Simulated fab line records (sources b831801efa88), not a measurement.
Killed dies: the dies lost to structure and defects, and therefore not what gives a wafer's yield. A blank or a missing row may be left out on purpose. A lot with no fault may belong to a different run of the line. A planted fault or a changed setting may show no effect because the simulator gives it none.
fab line records | flow gf180mcu | part 1 of 2: steps 1 to 33 of 46
record: lots: 5 | wafers: 15 | lastDay: 31
route steps=602 shown DUAL_GATE@150 POLY_GATE@157 HV_LDD@176
lots that met no fault: from a run of the same line without faults
startH: the number of hours between the record's first day and the start of the first shown wafer of the lot | waitH: hours since the lot's step before | " the same as in the row above | L1.1+2: several wafers, shown together as one row | - either no value or no given start | * or withheld: withheld | < > ~ a bound
route shown NAME@n: a module of which the file shows steps, and the number in the route of the first | usual: average and standard deviation across the fault-free wafers | same: alike in all rows | chamber/n: place in a boat | sites: each site's reading | _std_site: how widely they spread, as a standard deviation | _edge_site: mean of outer sites minus mean of inner sites | radiusMm: how far each site lies from the wafer's centre | mask NAME#n: copy n | behind: tool/chamber where the wafer was last shaped | hold: cause of the lot's hold/its duration in hours/its outcome | device: names the non-switching transistor (n, p or np) | end of line: the route-end tests of the same wafers | a step with no rows: only its recipe | killed: dies lost to structure and defects at the first sort, not the wafer's yield | map: per-die view of a wafer (x killed, . not killed, _ where there is no die)
set.NAME: the setting that was run; set.NAME@STEP: the one run at that earlier step | model.NAME: the simulator's own value behind a step, which no gauge read
lots at selected steps of the route; one table per step, one row per wafer
services: the hour from which a tool's chamber was out of use, counted from the record's first day as startH (under 0 if before that day), plus the number of hours and why
== steps ==
step: GF_DUAL_GATE_PEB_09
recipe: tempC: withheld | timeS: * | resist: NOVOLAK
lot.wafer  | tool          | chamber | startH | waitH
L077.1+2+5 | lithoTrack-02 | 0       | -      | -
L079.2+4+5 | lithoTrack-04 | 0       | -      | -
L081.1+2+3 | lithoTrack-01 | 0       | -      | -
L083.2+4+5 | lithoTrack-01 | 0       | -      | -
L085.4+5+6 | lithoTrack-01 | 0       | -      | -
step: GF_DUAL_GATE_DEVELOP_10
recipe: developTimeS: 60 | devTempC: 23
lot.wafer  | tool          | chamber | startH | waitH
L077.1+2+5 | lithoTrack-02 | 0       | 197.52 | 0.1
L079.2+4+5 | lithoTrack-04 | 0       | 210.19 | 0.1
L081.1+2+3 | lithoTrack-01 | 0       | 220.93 | 0.1
L083.2+4+5 | lithoTrack-01 | 0       | 243.75 | 0.1
L085.4+5+6 | lithoTrack-01 | 0       | 256.80 | 0.1
step: GF_DUAL_GATE_OVL_MEAS_11
usual: DUAL_GATE_OVL: -1.2/1.4
lot.wafer | tool       | chamber | startH | waitH | DUAL_GATE_OVL[nm]
L077.1    | overlay-02 | -       | 197.67 | 0.1   | -1.9
L077.2    | "          | -       | "      | "     | -1.1
L077.5    | "          | -       | "      | "     | -1.3
L079.2    | overlay-02 | -       | 210.32 | 0.1   | -2.4
L079.4    | "          | -       | "      | "     | -1.1
L079.5    | "          | -       | "      | "     | -3.5
L081.1    | overlay-02 | -       | 221.08 | 0.1   | -0.3
L081.2    | "          | -       | "      | "     | 0.1
L081.3    | "          | -       | "      | "     | -0.5
L083.2    | overlay-02 | -       | 243.88 | 0.1   | -2.1
L083.4    | "          | -       | "      | "     | -3.1
L083.5    | "          | -       | "      | "     | -1.7
L085.4    | overlay-01 | -       | 256.90 | 0.1   | 1.0
L085.5    | "          | -       | "      | "     | 0.6
L085.6    | "          | -       | "      | "     | -1.7
step: GF_DUAL_GATE_WET_ETCH_12
recipe: chemistry: dHF | targetDepthNm: 13 | dry: n2Spin | target: SiO2 | tempC: 25 | dilution: 100:1 | timeS: 260
lot.wafer  | tool        | chamber | startH | waitH
L077.1+2+5 | wetBench-01 | 2       | 197.71 | 0.0
L079.2+4+5 | wetBench-01 | 2       | 210.35 | 0.0
L081.1+2+3 | wetBench-01 | 0       | 221.11 | 0.0
L083.2+4+5 | wetBench-04 | 2       | 243.91 | 0.0
L085.4+5+6 | wetBench-02 | 0       | 256.91 | 0.0
step: GF_DUAL_GATE_STRIP_13
recipe: chemistry: O2/N2 | powerW: 1400 | pressureMtorr: 1500 | platenTempC: 250 | o2FlowSccm: 3000 | n2FlowSccm: 300 | overashFraction: 0.5
usual: drypumpMotorCurrentA: 6.0/0.66 | heaterPowerW: 374/52 | oesProductAu: 0.715/0.0044 | stripTimeToEndpointS: 12.62/0.039
lot.wafer | tool           | chamber | startH | waitH | drypumpMotorCurrentA | heaterPowerW | oesProductAu | rfHoursCounterH | stripTimeToEndpointS
L077.1    | plasmaAsher-03 | 0       | 197.80 | 0.0   | 6.1                  | 349          | 0.720        | 50              | 12.62
L077.2    | "              | 1       | "      | "     | 6.1                  | 284          | 0.708        | 50              | 12.60
L077.5    | "              | 0       | "      | "     | 6.1                  | 343          | 0.709        | -               | 12.62
L079.2    | plasmaAsher-02 | 1       | 210.43 | 0.0   | 6.1                  | 339          | 0.713        | 55              | 12.57
L079.4    | "              | 1       | "      | "     | 6.1                  | 354          | 0.715        | -               | 12.58
L079.5    | "              | 1       | "      | "     | 6.1                  | 354          | 0.719        | -               | 12.60
L081.1    | plasmaAsher-01 | 0       | 221.19 | 0.0   | 6.7                  | 334          | 0.723        | 11              | 12.59
L081.2    | "              | 1       | "      | "     | 6.1                  | 400          | 0.708        | 11              | 12.55
L081.3    | "              | 0       | "      | "     | 6.7                  | 330          | 0.713        | -               | 12.55
L083.2    | plasmaAsher-01 | 1       | 243.99 | 0.0   | 6.1                  | 409          | 0.721        | 13              | 12.61
L083.4    | "              | 1       | "      | "     | 6.1                  | 402          | 0.709        | -               | 12.58
L083.5    | "              | 0       | "      | "     | 6.7                  | 332          | 0.713        | -               | 12.57
L085.4    | plasmaAsher-02 | 0       | 257.03 | 0.0   | 4.8                  | 445          | 0.715        | -               | 12.58
L085.5    | "              | 1       | "      | "     | 6.1                  | 338          | 0.716        | -               | 12.60
L085.6    | "              | 0       | "      | "     | 4.8                  | 451          | 0.715        | -               | 12.64
step: GF_DUAL_GATE_CLEAN_14
recipe: chemistry: SC1/SC2 | mix: 1:4:20 | tempC: 70 | timeS: 150 | dry: n2Spin
lot.wafer  | tool        | chamber | startH | waitH
L077.1+2+5 | wetBench-02 | 1       | 197.90 | 0.1
L079.2+4+5 | wetBench-04 | 2       | 210.53 | 0.1
L081.1+2+3 | wetBench-04 | 0       | 221.29 | 0.1
L083.2+4+5 | wetBench-01 | 3       | 244.09 | 0.1
L085.4+5+6 | wetBench-04 | 0       | 257.09 | 0.0
step: GF_DUAL_GATE_OXIDATION_15
recipe: tempC: 850 | ambient: O2 | stabiliseS: 600 | purgeS: 300 | targetThkA: 70.98 | oxTimeS: 1995
usual: zonePowerCentrePct: 16.1/0.38
lot.wafer | tool       | chamber | startH | waitH | zonePowerCentrePct
L077.1    | furnace-01 | 0       | 198.48 | 0.5   | 16.7
L077.2    | "          | 0       | "      | "     | 16.6
L077.5    | "          | 0       | "      | "     | 16.5
L079.2    | furnace-02 | 0       | 210.58 | 0.0   | 15.7
L079.4    | "          | 0       | "      | "     | 15.8
L079.5    | "          | 0       | "      | "     | 15.6
L081.1    | furnace-02 | 0       | 223.79 | 2.4   | 15.9
L081.2    | "          | 0       | "      | "     | 15.9
L081.3    | "          | 0       | "      | "     | 15.9
L083.2    | furnace-02 | 0       | 244.14 | 0.0   | 15.9
L083.4    | "          | 0       | "      | "     | 15.8
L083.5    | "          | 0       | "      | "     | 15.7
L085.4    | furnace-02 | 0       | 257.14 | 0.0   | 16.0
L085.5    | "          | 0       | "      | "     | 15.8
L085.6    | "          | 0       | "      | "     | 15.8
step: GF_POLY_GATE_CVD_00
recipe: material: poly-Si | targetThkNm: 200 | tempC: 620 | timeS: 1200 | pressureMtorr: 200
usual: zonePowerCentrePct: 9.8/0.95
lot.wafer | tool     | chamber | startH | waitH | zonePowerCentrePct
L077.1    | lpcvd-01 | 0       | 200.03 | 0.0   | 8.6
L077.2    | "        | 0       | "      | "     | 8.4
L077.5    | "        | 0       | "      | "     | 8.5
L079.2    | lpcvd-02 | 0       | 213.09 | 1.0   | 9.6
L079.4    | "        | 0       | "      | "     | 9.8
L079.5    | "        | 0       | "      | "     | 9.8
L081.1    | lpcvd-02 | 0       | 225.35 | 0.0   | 9.6
L081.2    | "        | 0       | "      | "     | 9.7
L081.3    | "        | 0       | "      | "     | 9.7
L083.2    | lpcvd-01 | 1       | 245.70 | 0.0   | 11.1
L083.4    | "        | 1       | "      | "     | 11.3
L083.5    | "        | 1       | "      | "     | 11.3
L085.4    | lpcvd-01 | 1       | 258.70 | 0.0   | 11.1
L085.5    | "        | 1       | "      | "     | 11.2
L085.6    | "        | 1       | "      | "     | 11.3
step: GF_POLY_GATE_THK_MEAS_01
recipe: reads: poly-Si_of_POLY_GATE_CVD_00
usual: POLY_GATE_CVD_00_THK: 200.2/2
lot.wafer | tool         | chamber | startH | waitH | POLY_GATE_CVD_00_THK[nm]
L077.1    | filmMetro-04 | -       | 201.36 | 0.0   | 203.9
L077.2    | "            | -       | "      | "     | 203.9
L077.5    | "            | -       | "      | "     | 204.8
L079.2    | filmMetro-01 | -       | 214.47 | 0.0   | 202.4
L079.4    | "            | -       | "      | "     | 202.5
L079.5    | "            | -       | "      | "     | 201.0
L081.1    | filmMetro-02 | -       | 226.68 | 0.0   | 200.3
L081.2    | "            | -       | "      | "     | 202.3
L081.3    | "            | -       | "      | "     | 201.8
L083.2    | filmMetro-01 | -       | 247.04 | 0.0   | 201.5
L083.4    | "            | -       | "      | "     | 201.8
L083.5    | "            | -       | "      | "     | 200.8
L085.4    | filmMetro-01 | -       | 260.06 | 0.0   | 199.7
L085.5    | "            | -       | "      | "     | 198.4
L085.6    | "            | -       | "      | "     | 198.0
step: GF_POLY_GATE_DEHYDRATE_02
recipe: tempC: 200 | timeS: 60
lot.wafer  | tool          | chamber | startH | waitH
L077.1+2+5 | lithoTrack-04 | 0       | 209.26 | 7.9
L079.2+4+5 | lithoTrack-02 | 0       | 222.85 | 8.4
L081.1+2+3 | lithoTrack-03 | 0       | 235.01 | 8.3
L083.2+4+5 | lithoTrack-04 | 0       | 255.74 | 8.7
L085.4+5+6 | lithoTrack-03 | 0       | 268.94 | 8.9
step: GF_POLY_GATE_HMDS_03
recipe: primeTimeS: 60 | primeTempC: 120
lot.wafer  | tool          | chamber | startH | waitH
L077.1+2+5 | lithoTrack-04 | 0       | 209.41 | 0.1
L079.2+4+5 | lithoTrack-02 | 0       | 223.00 | 0.1
L081.1+2+3 | lithoTrack-03 | 0       | 235.16 | 0.1
L083.2+4+5 | lithoTrack-04 | 0       | 255.89 | 0.1
L085.4+5+6 | lithoTrack-03 | 0       | 269.09 | 0.1
step: GF_POLY_GATE_COAT_04
recipe: resist: BARC | tempC: withheld | timeS: withheld | spinRpm: withheld | resistThkNm: withheld
lot.wafer  | tool          | chamber | startH | waitH
L077.1+2+5 | lithoTrack-04 | 0       | 209.56 | 0.1
L079.2+4+5 | lithoTrack-02 | 0       | 223.15 | 0.1
L081.1+2+3 | lithoTrack-03 | 0       | 235.31 | 0.1
L083.2+4+5 | lithoTrack-04 | 0       | 256.04 | 0.1
L085.4+5+6 | lithoTrack-03 | 0       | 269.24 | 0.1
step: GF_POLY_GATE_COAT_05
recipe: resist: KrF | spinRpm: withheld | resistThkNm: 700
lot.wafer  | tool          | chamber | startH | waitH
L077.1+2+5 | lithoTrack-04 | 0       | -      | -
L079.2+4+5 | lithoTrack-02 | 0       | -      | -
L081.1+2+3 | lithoTrack-03 | 0       | -      | -
L083.2+4+5 | lithoTrack-04 | 0       | -      | -
L085.4+5+6 | lithoTrack-03 | 0       | -      | -
step: GF_POLY_GATE_SOFTBAKE_06
recipe: tempC: 130 | timeS: 60 | resist: KrF
lot.wafer  | tool          | chamber | startH | waitH
L077.1+2+5 | lithoTrack-04 | 0       | -      | -
L079.2+4+5 | lithoTrack-02 | 0       | -      | -
L081.1+2+3 | lithoTrack-03 | 0       | -      | -
L083.2+4+5 | lithoTrack-04 | 0       | -      | -
L085.4+5+6 | lithoTrack-03 | 0       | -      | -
step: GF_POLY_GATE_EXPOSE_07
recipe: maskId: Poly2 | targetCdNm: 280 | na: 0.68 | sourceShape: conventional | sigmaOuter: 0.6 | doseMj: 28
lot.wafer  | tool          | chamber | startH | waitH | mask
L077.1+2+5 | krfScanner-02 | 0       | -      | -     | Poly2#0
L079.2+4+5 | krfScanner-01 | 0       | -      | -     | Poly2#0
L081.1+2+3 | krfScanner-01 | 0       | -      | -     | Poly2#0
L083.2+4+5 | krfScanner-02 | 0       | -      | -     | Poly2#0
L085.4+5+6 | krfScanner-02 | 0       | -      | -     | Poly2#0
step: GF_POLY_GATE_PEB_08
recipe: pebTempC: 135 | pebTimeS: 90 | resist: KrF
lot.wafer  | tool          | chamber | startH | waitH
L077.1+2+5 | lithoTrack-04 | 0       | -      | -
L079.2+4+5 | lithoTrack-02 | 0       | -      | -
L081.1+2+3 | lithoTrack-03 | 0       | -      | -
L083.2+4+5 | lithoTrack-02 | 0       | -      | -
L085.4+5+6 | lithoTrack-03 | 0       | -      | -
step: GF_POLY_GATE_DEVELOP_09
recipe: developTimeS: 60 | resist: KrF | devTempC: 21
lot.wafer  | tool          | chamber | startH | waitH
L077.1+2+5 | lithoTrack-04 | 0       | 218.71 | 0.2
L079.2+4+5 | lithoTrack-02 | 0       | 232.35 | 0.2
L081.1+2+3 | lithoTrack-03 | 0       | 244.71 | 0.2
L083.2+4+5 | lithoTrack-02 | 0       | 265.60 | 0.2
L085.4+5+6 | lithoTrack-03 | 0       | 279.24 | 0.1
step: GF_POLY_GATE_CD_MEAS_10
recipe: targetCdNm: 280
usual: cdNm: 280.2/1.1
lot.wafer | tool     | chamber | startH | waitH | cdNm
L077.1    | cdSem-02 | -       | 218.86 | 0.1   | 278.5
L077.2    | "        | -       | "      | "     | 277.2
L077.5    | "        | -       | "      | "     | 277.9
L079.2    | cdSem-02 | -       | 232.49 | 0.1   | 281.6
L079.4    | "        | -       | "      | "     | 281.1
L079.5    | "        | -       | "      | "     | 281.5
L081.1    | cdSem-01 | -       | 244.86 | 0.1   | 281.3
L081.2    | "        | -       | "      | "     | 281.1
L081.3    | "        | -       | "      | "     | 280.5
L083.2    | cdSem-01 | -       | 265.74 | 0.1   | 278.9
L083.4    | "        | -       | "      | "     | 280.0
L083.5    | "        | -       | "      | "     | 279.1
L085.4    | cdSem-02 | -       | 279.37 | 0.1   | 280.8
L085.5    | "        | -       | "      | "     | 280.8
L085.6    | "        | -       | "      | "     | 281.1
step: GF_POLY_GATE_OVL_MEAS_11
usual: POLY_GATE_OVL: -3/5
lot.wafer | tool       | chamber | startH | waitH | POLY_GATE_OVL[nm]
L077.1    | overlay-01 | -       | 218.98 | 0.1   | -7
L077.2    | "          | -       | "      | "     | -9
L077.5    | "          | -       | "      | "     | -13
L079.2    | overlay-01 | -       | 232.60 | 0.1   | 0
L079.4    | "          | -       | "      | "     | 1
L079.5    | "          | -       | "      | "     | -3
L081.1    | overlay-02 | -       | 244.98 | 0.1   | -1
L081.2    | "          | -       | "      | "     | 4
L081.3    | "          | -       | "      | "     | 4
L083.2    | overlay-01 | -       | 265.85 | 0.1   | 1
L083.4    | "          | -       | "      | "     | 3
L083.5    | "          | -       | "      | "     | -2
L085.4    | overlay-02 | -       | 279.45 | 0.1   | 5
L085.5    | "          | -       | "      | "     | 6
L085.6    | "          | -       | "      | "     | 1
step: GF_POLY_GATE_ETCH_12
recipe: chemistry: N2/H2 | targetDepthA: withheld | overetchA: withheld | timeS: withheld | target: BARC | ionEnergyEv: 200 | sourceW: 500 | biasW: 100 | pressureMtorr: 30 | n2FlowSccm: 100 | h2FlowSccm: 200
usual: biasW: 100.0/0.33 | drypumpMotorCurrentA: 5.9/0.52 | oesProductAu: 0.735/0.0042 | throttleValvePct: 13.216/0.0096
lot.wafer | tool       | chamber | startH | waitH | biasW | drypumpMotorCurrentA | oesProductAu | throttleValvePct
L077.1    | rieDiel-03 | 3       | 219.02 | 0.0   | 99.9  | 4.9                  | 0.740        | 13.219
L077.2    | "          | 2       | "      | "     | 100.2 | 5.3                  | 0.735        | 13.220
L077.5    | "          | 1       | "      | "     | 100.1 | 6.1                  | 0.735        | 13.218
L079.2    | rieDiel-04 | 2       | 232.63 | 0.0   | 99.6  | 5.8                  | 0.737        | 13.223
L079.4    | "          | 0       | "      | "     | 99.9  | 6.4                  | 0.734        | 13.208
L079.5    | "          | 3       | "      | "     | 100.1 | 5.1                  | 0.732        | 13.214
L081.1    | rieDiel-04 | 2       | 245.02 | 0.0   | 100.5 | 5.8                  | 0.731        | 13.209
L081.2    | "          | 0       | "      | "     | 100.0 | 6.4                  | 0.735        | 13.235
L081.3    | "          | 1       | "      | "     | 100.2 | 5.7                  | 0.733        | 13.233
L083.2    | rieDiel-04 | 1       | 265.88 | 0.0   | 100.2 | 5.7                  | 0.731        | 13.216
L083.4    | "          | 2       | "      | "     | 100.0 | 5.8                  | 0.731        | 13.218
L083.5    | "          | 0       | "      | "     | 100.2 | 6.4                  | 0.735        | 13.192
L085.4    | rieDiel-04 | 1       | 279.49 | 0.0   | 100.6 | 5.7                  | 0.736        | 13.216
L085.5    | "          | 0       | "      | "     | 100.1 | 6.4                  | 0.730        | 13.193
L085.6    | "          | 2       | "      | "     | 100.2 | 5.8                  | 0.731        | 13.209
step: GF_POLY_GATE_ETCH_13
recipe: target: poly-Si | targetDepthNm: 198.5 | stopOn: SiO2 | overEtchFrac: 0.403 | chemistry: HBr/Cl2 | icpW: 400 | biasW: 100 | pressureMtorr: 10 | HBr_flow_sccm: 150 | Cl2_flow_sccm: 50 | timeS: 69.6
usual: biasW: 100.0/0.31 | drypumpMotorCurrentA: 5.8/0.39 | mfcCl2Sccm: 49.99/0.14 | oesProductAu: 0.988/0.0081 | throttleValvePct: 33.684/0.0096
lot.wafer | tool     | chamber | startH | waitH | biasW | drypumpMotorCurrentA | mfcCl2Sccm | oesProductAu | rfHoursCounterH | throttleValvePct
L077.1    | rieSi-02 | 2       | 219.07 | -     | 99.8  | 6.0                  | 50.18      | 0.982        | 98              | 33.695
L077.2    | "        | 0       | "      | "     | 100.7 | 6.2                  | 50.02      | 0.995        | 1               | 33.693
L077.5    | "        | 3       | "      | "     | 99.6  | 5.9                  | 50.06      | 0.999        | -               | 33.670
L079.2    | rieSi-01 | 2       | 232.68 | -     | 99.9  | 5.9                  | 50.02      | 0.989        | 78              | 33.681
L079.4    | "        | 0       | "      | "     | 100.5 | 6.4                  | 50.00      | 1.002        | 3               | 33.694
L079.5    | "        | 2       | "      | "     | 100.1 | 5.9                  | 49.87      | 0.976        | -               | 33.685
L081.1    | rieSi-01 | 2       | 245.07 | -     | 100.0 | 5.9                  | 49.84      | 0.991        | 78              | 33.667
L081.2    | "        | 0       | "      | "     | 99.6  | 6.4                  | 50.15      | 1.004        | 3               | 33.668
L081.3    | "        | 3       | "      | "     | 99.7  | 5.4                  | 49.85      | 0.991        | 42              | 33.697
L083.2    | rieSi-01 | 2       | 265.93 | -     | 100.2 | 5.8                  | 49.86      | 0.969        | 78              | 33.682
L083.4    | "        | 1       | "      | "     | 100.1 | 5.2                  | 50.18      | 0.981        | 21              | 33.681
L083.5    | "        | 2       | "      | "     | 100.1 | 5.9                  | 49.86      | 0.986        | -               | 33.689
L085.4    | rieSi-02 | 3       | 279.52 | -     | 100.1 | 5.8                  | 50.01      | 0.995        | 94              | 33.700
L085.5    | "        | 2       | "      | "     | 100.1 | 6.0                  | 49.99      | 0.982        | -               | 33.681
L085.6    | "        | 1       | "      | "     | 99.7  | 5.3                  | 49.91      | 0.976        | -               | 33.676
step: GF_POLY_GATE_STRIP_14
recipe: chemistry: O2/N2 | powerW: 1400 | pressureMtorr: 1500 | platenTempC: 250 | o2FlowSccm: 3000 | n2FlowSccm: 300 | overashFraction: 0.5
usual: drypumpMotorCurrentA: 5.7/0.49 | heaterPowerW: 344/58 | oesProductAu: 0.505/0.0049
lot.wafer | tool           | chamber | startH | waitH | drypumpMotorCurrentA | heaterPowerW | oesProductAu | rfHoursCounterH
L077.1    | plasmaAsher-03 | 1       | 219.12 | 0.0   | 6.0                  | 288          | 0.509        | 52
L077.2    | "              | 0       | "      | "     | 6.1                  | 342          | 0.507        | 52
L077.5    | "              | 0       | "      | "     | 6.1                  | 336          | 0.505        | -
L079.2    | plasmaAsher-03 | 0       | 232.74 | 0.0   | 6.1                  | 351          | 0.503        | 53
L079.4    | "              | 0       | "      | "     | 6.1                  | 333          | 0.505        | -
L079.5    | "              | 0       | "      | "     | 6.1                  | 357          | 0.509        | -
L081.1    | plasmaAsher-04 | 0       | 245.12 | 0.0   | 5.8                  | 289          | 0.491        | 47
L081.2    | "              | 1       | "      | "     | 5.4                  | 344          | 0.499        | 47
L081.3    | "              | 1       | "      | "     | 5.4                  | 339          | 0.508        | -
L083.2    | plasmaAsher-02 | 0       | 265.99 | 0.0   | 4.8                  | 454          | 0.508        | 61
L083.4    | "              | 0       | "      | "     | 4.8                  | 442          | 0.502        | -
L083.5    | "              | 0       | "      | "     | 4.8                  | 448          | 0.508        | -
L085.4    | plasmaAsher-04 | 0       | 279.61 | 0.1   | 5.8                  | 278          | 0.505        | -
L085.5    | "              | 1       | "      | "     | 5.4                  | 340          | 0.508        | -
L085.6    | "              | 0       | "      | "     | 5.8                  | 288          | 0.501        | -
step: GF_POLY_GATE_CLEAN_15
recipe: chemistry: SC1/SC2 | mix: 1:4:20 | tempC: 70 | timeS: 150 | dry: n2Spin
lot.wafer  | tool        | chamber | startH | waitH
L077.1+2+5 | wetBench-03 | 0       | 219.22 | 0.1
L079.2+4+5 | wetBench-04 | 0       | 232.84 | 0.1
L081.1+2+3 | wetBench-04 | 1       | 245.22 | 0.1
L083.2+4+5 | wetBench-03 | 1       | 266.09 | 0.1
L085.4+5+6 | wetBench-01 | 0       | 279.67 | 0.0
step: GF_POLY_GATE_OXIDATION_16
recipe: tempC: 850 | ambient: O2 | stabiliseS: 600 | purgeS: 300 | targetThkA: 40 | oxTimeS: 899
usual: zonePowerCentrePct: 16.3/0.36
lot.wafer | tool       | chamber | startH | waitH | zonePowerCentrePct
L077.1    | furnace-01 | 0       | 219.28 | 0.0   | 16.3
L077.2    | "          | 0       | "      | "     | 16.5
L077.5    | "          | 0       | "      | "     | 16.4
L079.2    | furnace-02 | 0       | 233.47 | 0.6   | 16.2
L079.4    | "          | 0       | "      | "     | 15.8
L079.5    | "          | 0       | "      | "     | 15.7
L081.1    | furnace-01 | 0       | 247.87 | 2.6   | 16.3
L081.2    | "          | 0       | "      | "     | 16.8
L081.3    | "          | 0       | "      | "     | 16.4
L083.2    | furnace-01 | 0       | 266.15 | 0.0   | 16.8
L083.4    | "          | 0       | "      | "     | 16.5
L083.5    | "          | 0       | "      | "     | 16.5
L085.4    | furnace-01 | 0       | 279.72 | 0.0   | 16.6
L085.5    | "          | 0       | "      | "     | 16.5
L085.6    | "          | 0       | "      | "     | 16.4
step: GF_POLY_GATE_THK_MEAS_17
recipe: reads: SiO2_of_POLY_GATE_OXIDATION_16
usual: POLY_GATE_OXIDATION_THK: 3.98/0.072
lot.wafer | tool         | chamber | startH | waitH | POLY_GATE_OXIDATION_THK[nm]
L077.1    | filmMetro-04 | -       | 220.53 | 0.0   | 3.94
L077.2    | "            | -       | "      | "     | 3.93
L077.5    | "            | -       | "      | "     | 3.97
L079.2    | filmMetro-02 | -       | 234.73 | 0.0   | 4.02
L079.4    | "            | -       | "      | "     | 4.00
L079.5    | "            | -       | "      | "     | 4.00
L081.1    | filmMetro-02 | -       | 249.12 | 0.0   | 4.00
L081.2    | "            | -       | "      | "     | 3.95
L081.3    | "            | -       | "      | "     | 3.98
L083.2    | filmMetro-01 | -       | 267.40 | 0.0   | 4.00
L083.4    | "            | -       | "      | "     | 4.07
L083.5    | "            | -       | "      | "     | 3.94
L085.4    | filmMetro-01 | -       | 281.00 | 0.0   | 4.09
L085.5    | "            | -       | "      | "     | 4.02
L085.6    | "            | -       | "      | "     | 4.03
step: GF_POLY_GATE_CD_MEAS_18
usual: cdNm: 280.7/1.9
lot.wafer | tool     | chamber | startH | waitH | cdNm
L077.1    | cdSem-02 | -       | 220.59 | 0.1   | 279.0
L077.2    | "        | -       | "      | "     | 275.3
L077.5    | "        | -       | "      | "     | 277.9
L079.2    | cdSem-02 | -       | 234.81 | 0.1   | 282.9
L079.4    | "        | -       | "      | "     | 281.8
L079.5    | "        | -       | "      | "     | 283.8
L081.1    | cdSem-01 | -       | 249.18 | 0.1   | 282.8
L081.2    | "        | -       | "      | "     | 282.5
L081.3    | "        | -       | "      | "     | 279.6
L083.2    | cdSem-01 | -       | 267.48 | 0.1   | 278.9
L083.4    | "        | -       | "      | "     | 278.8
L083.5    | "        | -       | "      | "     | 278.2
L085.4    | cdSem-01 | -       | 281.12 | 0.1   | 281.5
L085.5    | "        | -       | "      | "     | 281.8
L085.6    | "        | -       | "      | "     | 284.9
step: GF_HV_LDD_DEHYDRATE_00
recipe: tempC: 200 | timeS: 60
lot.wafer  | tool          | chamber | startH | waitH
L077.1+2+5 | lithoTrack-02 | 0       | 228.62 | 8.0
L079.2+4+5 | lithoTrack-02 | 0       | 243.55 | 8.7
L081.1+2+3 | lithoTrack-02 | 0       | 257.62 | 8.4
L083.2+4+5 | lithoTrack-02 | 0       | 276.65 | 9.1
L085.4+5+6 | lithoTrack-02 | 0       | 290.10 | 9.0
step: GF_HV_LDD_HMDS_01
recipe: primeTimeS: 60 | primeTempC: 120
lot.wafer  | tool          | chamber | startH | waitH
L077.1+2+5 | lithoTrack-02 | 0       | 228.77 | 0.1
L079.2+4+5 | lithoTrack-02 | 0       | 243.70 | 0.1
L081.1+2+3 | lithoTrack-02 | 0       | 257.77 | 0.1
L083.2+4+5 | lithoTrack-02 | 0       | 276.80 | 0.1
L085.4+5+6 | lithoTrack-02 | 0       | 290.25 | 0.1
step: GF_HV_LDD_COAT_02
recipe: resist: NOVOLAK | spinRpm: 3000 | resistThkNm: 1000
lot.wafer  | tool          | chamber | startH | waitH
L077.1+2+5 | lithoTrack-02 | 0       | 228.92 | 0.1
L079.2+4+5 | lithoTrack-02 | 0       | 243.85 | 0.1
L081.1+2+3 | lithoTrack-02 | 0       | 257.92 | 0.1
L083.2+4+5 | lithoTrack-02 | 0       | 276.95 | 0.1
L085.4+5+6 | lithoTrack-02 | 0       | 290.40 | 0.1
step: GF_HV_LDD_SOFTBAKE_03
recipe: tempC: 90 | timeS: 60 | resist: NOVOLAK
lot.wafer  | tool          | chamber | startH | waitH
L077.1+2+5 | lithoTrack-02 | 0       | 229.07 | 0.1
L079.2+4+5 | lithoTrack-02 | 0       | 244.00 | 0.1
L081.1+2+3 | lithoTrack-02 | 0       | 258.07 | 0.1
L083.2+4+5 | lithoTrack-02 | 0       | 277.10 | 0.1
L085.4+5+6 | lithoTrack-02 | 0       | 290.55 | 0.1
step: GF_HV_LDD_EXPOSE_04
recipe: maskId: Nplus_LV_AREA | targetCdNm: 400 | na: 0.6 | sourceShape: conventional | sigmaOuter: 0.6 | doseMj: 140
lot.wafer  | tool            | chamber | startH | waitH | mask
L077.1+2+5 | ilineStepper-02 | 0       | -      | -     | Nplus_LV_AREA#0
L079.2+4+5 | ilineStepper-01 | 0       | -      | -     | Nplus_LV_AREA#0
L081.1+2+3 | ilineStepper-02 | 0       | -      | -     | Nplus_LV_AREA#0
L083.2+4+5 | ilineStepper-02 | 0       | -      | -     | Nplus_LV_AREA#0
L085.4+5+6 | ilineStepper-02 | 0       | -      | -     | Nplus_LV_AREA#0
step: GF_HV_LDD_PEB_05
recipe: tempC: withheld | timeS: * | resist: NOVOLAK
lot.wafer  | tool          | chamber | startH | waitH
L077.1+2+5 | lithoTrack-02 | 0       | -      | -
L079.2+4+5 | lithoTrack-01 | 0       | -      | -
L081.1+2+3 | lithoTrack-02 | 0       | -      | -
L083.2+4+5 | lithoTrack-01 | 0       | -      | -
L085.4+5+6 | lithoTrack-01 | 0       | -      | -
step: GF_HV_LDD_DEVELOP_06
recipe: developTimeS: 60 | devTempC: 23
lot.wafer  | tool          | chamber | startH | waitH
L077.1+2+5 | lithoTrack-02 | 0       | 238.27 | 0.1
L079.2+4+5 | lithoTrack-01 | 0       | 253.15 | 0.1
L081.1+2+3 | lithoTrack-02 | 0       | 267.42 | 0.1
L083.2+4+5 | lithoTrack-01 | 0       | 286.60 | 0.1
L085.4+5+6 | lithoTrack-01 | 0       | 300.35 | 0.1
